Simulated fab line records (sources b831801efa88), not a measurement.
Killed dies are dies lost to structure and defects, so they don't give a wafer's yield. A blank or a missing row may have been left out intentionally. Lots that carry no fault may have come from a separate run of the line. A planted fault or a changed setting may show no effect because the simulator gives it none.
What tool caused it?    flow sky130    21 wafers from 7 lots sampled at 3 of the route's 708 steps

== WHAT THE GAUGES SHOWED, per wafer ==
SKY_NWELL_RS_MEAS_29: uses a four-point probe to measure.
lot   measured      on            NWELL_RS (ohm/sq)
L822  day 5 16:06   filmMetro-04  624.7 624.9 625.8
L824  day 6 07:14   filmMetro-04  624.1 622.2 624.3
L826  day 6 23:35   filmMetro-04  647.4 648.6 646.0
L828  day 7 12:10   filmMetro-02  627.3 626.3 627.7
L836  day 9 08:06   filmMetro-03  624.9 623.0 624.4
L838  day 9 20:23   filmMetro-04  627.1 625.2 624.8
L840  day 10 13:23  filmMetro-04  621.9 624.3 621.8

== EACH LOT AND THE TOOL THAT RAN IT (in order: tool; ch and the chambers of the sampled wafers; start) ==
lot   SKY_FIELD_ISO_CMP_27          SKY_NWELL_IMPLANT_13
L822  cmp-02 ch 0,1,3, day 2 19:55  implanter-01 ch 0, day 4 22:18
L824  cmp-01 ch 1,3, day 3 08:13    implanter-01 ch 0, day 5 12:58
L826  cmp-01 ch 1,3, day 3 19:57    implanter-01, day 6 04:46
L828  cmp-01 ch 0,2,3, day 4 07:04  implanter-02 ch 0, day 6 16:12
L836  cmp-02 ch 0,1,3, day 5 22:41  implanter-02 ch 0, day 8 09:42
L838  cmp-01 ch 0,3, day 6 08:45    implanter-03 ch 0, day 8 22:22
L840  cmp-02 ch 0,1,2, day 6 20:34  implanter-01 ch 0, day 9 14:37
- SKY_FIELD_ISO_CMP_27: polishes, stops on Si3N4, t overpolish 16 s, target thk 457.8 nm.
- SKY_NWELL_IMPLANT_13

== THE ANSWER, worked out from the rows above alone ==
Rule: what is usual is taken from the lots themselves. Put in order of their means at a reading, lots are off if they are a third of the lots or fewer, leave a main group of 4 or more, and stand apart from it by a gap of 3 or more times the standard deviation of the main group's means; of several such gaps the widest counts. A main group whose means are all the same, to the digits that the tables above print for the reading, isn't used. A lot without any number at a reading at which 4 lots or more have one is off too. The other lots that the step has rows for count as sound.
Off: L826, seen at SKY_NWELL_RS_MEAS_29 (NWELL_RS). Mean 624.7 ohm/sq and standard deviation 1.5 in the main group.
A tool fits if, at a process step before that reading, it ran every lot that is off, and no sound lot after the first of them. Those tools and the gauges at SKY_NWELL_RS_MEAS_29 are tried in the same way. None of those tried fits.

== WHAT THE SIMULATOR PUT IN ==
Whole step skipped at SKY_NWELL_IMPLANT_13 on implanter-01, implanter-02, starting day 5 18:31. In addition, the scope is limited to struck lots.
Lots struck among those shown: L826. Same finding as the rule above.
